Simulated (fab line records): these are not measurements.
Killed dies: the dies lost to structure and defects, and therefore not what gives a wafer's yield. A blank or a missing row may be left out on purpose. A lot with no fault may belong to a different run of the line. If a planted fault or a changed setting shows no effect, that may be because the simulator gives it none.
The same fault as seen by 2 desks | flow gf180mcu | numbers are kept per desk, each desk with only its own; the story behind them comes last

== AT THE METROLOGY DESK ==
Means of the sampled wafers that have a number, per lot and without regard to the tool the lot ran on: this is what the gauges read. The brackets show how far a lot's mean lies from the usual mean; more than 4 standard deviations puts the lot out of limits, marked OUT.
Columns: A = cd-nm at GF_HV_LDD_CD_MEAS_31, usual 400.2 nm; B = HV_LDD_02_OVL at GF_HV_LDD_OVL_MEAS_32, usual 0.2 nm; C = HV_LDD_CVD_56_THK at GF_HV_LDD_THK_MEAS_57, usual 90.5 nm
lot  | first seen here | A     | B                       | C
L634 | day 12 06:38    | 402.5 | 1.6                     | 90.3
L636 | day 12 19:35    | 399.4 | -0.8                    | 90.8
L638 | day 13 10:44    | 400.6 | 0.6                     | 90.2
L640 | day 13 23:04    | 405.1 | 1.4                     | 90.3
L643 | day 15 03:48    | 397.0 | -0.4                    | 89.8
L644 | day 15 12:36    | 396.6 | 0.6                     | 90.5
L645 | day 15 15:56    | 400.3 | 165.8 (+99 or more) OUT | 90.1
L646 | day 16 02:58    | 402.9 | 165.8 (+99 or more) OUT | 90.6
L651 | day 17 20:46    | 402.5 | 2.2                     | 90.2
L652 | day 17 22:23    | 398.6 | 1.1                     | 90.5
L654 | day 18 15:45    | 398.3 | -0.6                    | 91.8
L655 | day 19 00:07    | 400.8 | 3.0                     | 90.6
This desk's result: L645, L646 out of limits, first on L645 (HV_LDD_02_OVL at GF_HV_LDD_OVL_MEAS_32), day 15 16:03. Within limits: L634, L636, L638, L640, L643, L644, L651, L652, L654, L655.

== TOOL OWNER'S DESK, iline-stepper-02 ==
The tool's own readings at GF_HV_LDD_EXPOSE_28 (exposes mask Nplus HV AREA, target cd 400 nm): means of the sampled wafers that have a number, for each lot that ran on this tool. The brackets show how far a lot's mean lies from the usual mean; more than 4 standard deviations puts the lot out of limits, marked OUT.
Columns: A = exposure-dose-mJ-cm2 at GF_HV_LDD_EXPOSE_28, usual 139.96; B = focus-offset-nm at GF_HV_LDD_EXPOSE_28, usual -0.2 nm; C = stage-vel-mm-s at GF_HV_LDD_EXPOSE_28, usual 500.05 mm/s
lot  | first seen here | A      | B    | C
L634 | day 11 21:08    | 140.10 | -0.5 | 500.02
L636 | day 12 09:50    | 140.08 | -0.3 | 500.07
L638 | day 13 01:31    | 139.97 | 0.0  | 499.80
L640 | day 13 12:52    | 140.06 | -0.2 | 500.02
L643 | day 14 17:20    | 139.92 | -0.5 | 499.95
L645 | day 15 05:05    | 139.93 | -0.4 | 500.26
L646 | day 15 16:32    | 139.96 | -0.2 | 500.36
This desk found nothing out of limits on any of the 7 lots.

== TAKEN TOGETHER ==
The metrology desk could have raised an alarm at day 15 16:03, on L645, L646.
Nothing out of limits was seen by the tool owner's desk.
Tool owner's desk: L645, L646 on record, inside its limits.
Every lot named ran GF_HV_LDD_EXPOSE_28 on iline-stepper-02.

== WHAT THE SIMULATOR PUT IN ==
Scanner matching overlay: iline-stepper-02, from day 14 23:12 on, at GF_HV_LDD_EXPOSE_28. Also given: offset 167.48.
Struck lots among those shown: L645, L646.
Hours from the fault's start to each desk's first reading out of limits: the metrology desk, 17.
